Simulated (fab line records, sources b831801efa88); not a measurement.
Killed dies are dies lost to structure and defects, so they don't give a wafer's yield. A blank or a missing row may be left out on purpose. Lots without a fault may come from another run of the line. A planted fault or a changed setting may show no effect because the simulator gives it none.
Problem report in the 8D (eight disciplines) form, filled by code | flow sky130 | the parts of the form that need people (team, actions taken, sign-off) are left out

1. THE PROBLEM
VIA4_BOW at SKY_VIA4_BOW_MEAS_03 reads a mean of 141 um on 6 wafers of 2 lots; wafers without a fault read 81 um with a standard deviation of 7. That is +8.5 standard deviations from the usual mean.
First seen on wafer L819.2, day 46 01:14, on film_metro-01. The record holds 33 wafers of 11 lots with a number at this step. Rule for "out", or "out of limits": more than 4 standard deviations from the usual mean. The other wafers with a number count as sound.

2. WHAT IT IS AND WHAT IT IS NOT
question                    | is                     | is not
which readings at this step | VIA4_BOW               | -
which lots                  | L816, L819             | L804, L805, L806, L810, L813, L818, L821, L825, L826
which wafers of those lots  | all that have a number | -
read on which gauges        | film_metro-01          | film_metro-02, film_metro-03
when                        | from day 46 01:14      | up to then (18 sound wafers); but 9 sound wafers of L821, L825, L826 came after

3. SUSPECTS, AND WHAT RULES EACH OUT
Counting: a tool at a process step up to the reading stays a suspect if it ran every lot that is out and no sound lot after the first of them.
- the gauge at SKY_VIA4_BOW_MEAS_03: ruled out. All the wafers that are out were read on film_metro-01, but those of them that SKY_VIA4_ETCH_12 has rows for are out there too, on other tools.
- cmp-01 at SKY_VIA4_CMP_02 (polishes SiO2): ruled out as a lasting fault. Sound lots L825, L826 ran on it after its first lot that is out, L819 (day 46 01:01).
Left after counting: nothing in the record.

4. THE CAUSE (what the simulator had put in)
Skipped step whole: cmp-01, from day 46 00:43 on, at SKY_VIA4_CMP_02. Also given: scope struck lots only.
Counting ruled it out, wrongly: the rule takes a fault to strike every lot that its tool runs from its start on, and this one did not.

5. THE CHAIN OF EFFECTS, in route order
Each row: a reading whose mean over the struck wafers that have a number lies more than 3 standard deviations from the usual. Only readings for which the record gives a usual standard deviation are gone through. hours: the time from each lot's start at the first step in this table that gives one to its start at this step, as a median over the lots. sigmas: the change in usual standard deviations.
hours | step                  | reading              | usual      | on struck wafers | change | sigmas
0     | SKY_VIA4_BOW_MEAS_03  | VIA4_BOW             | 81 um      | 141              | +60    | +8.5
20    | SKY_VIA4_ETCH_12      | oes_product_au       | 0.926 a.u. | 1.639            | +0.713 | +99 or more
82    | SKY_PAD_OPEN_PROBE_99 | defect_limited_yield | 82.4 %     | 0.0              | -82.4  | -37
82    | SKY_PAD_OPEN_PROBE_99 | killed_at_M4_up      | 3.2        | 411.0            | +407.8 | +99 or more
82    | SKY_PAD_OPEN_PROBE_99 | killed_dies          | 87         | 492              | +405   | +37
82    | SKY_PAD_OPEN_PROBE_99 | killed_on_rim        | 17         | 96               | +79    | +21
82    | SKY_PAD_OPEN_PROBE_99 | sort_bin_5_function  | 10.5 %     | 93.0             | +82.5  | +52
82    | SKY_PAD_OPEN_PROBE_99 | sort_n_pass          | 405        | 0                | -405   | -37
82    | SKY_PAD_OPEN_PROBE_99 | sort_yield_pct       | 82.4 %     | 0.0              | -82.4  | -37
The process steps in it:
- SKY_VIA4_ETCH_12: etches SiO2 in C4F8/O2/Ar, stops on TiN, target depth 580 nm.
- SKY_PAD_OPEN_PROBE_99
Readings that are blank on the struck wafers while sound wafers have them: edge_zone_pressure_frac at SKY_VIA4_CMP_02; head_pressure_psi at SKY_VIA4_CMP_02; motor_current_A at SKY_VIA4_CMP_02; platen_rpm at SKY_VIA4_CMP_02.

6. WHAT WOULD HAVE CAUGHT IT SOONER
In this record the first reading out of limits at a measuring or inspecting step was taken at day 46 01:14, 1 hour after the fault began at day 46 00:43.
At SKY_VIA4_CMP_02 the tool's readings are blank on the struck wafers, where sound wafers have them: an empty tool record is the first sign, and it was there at once.
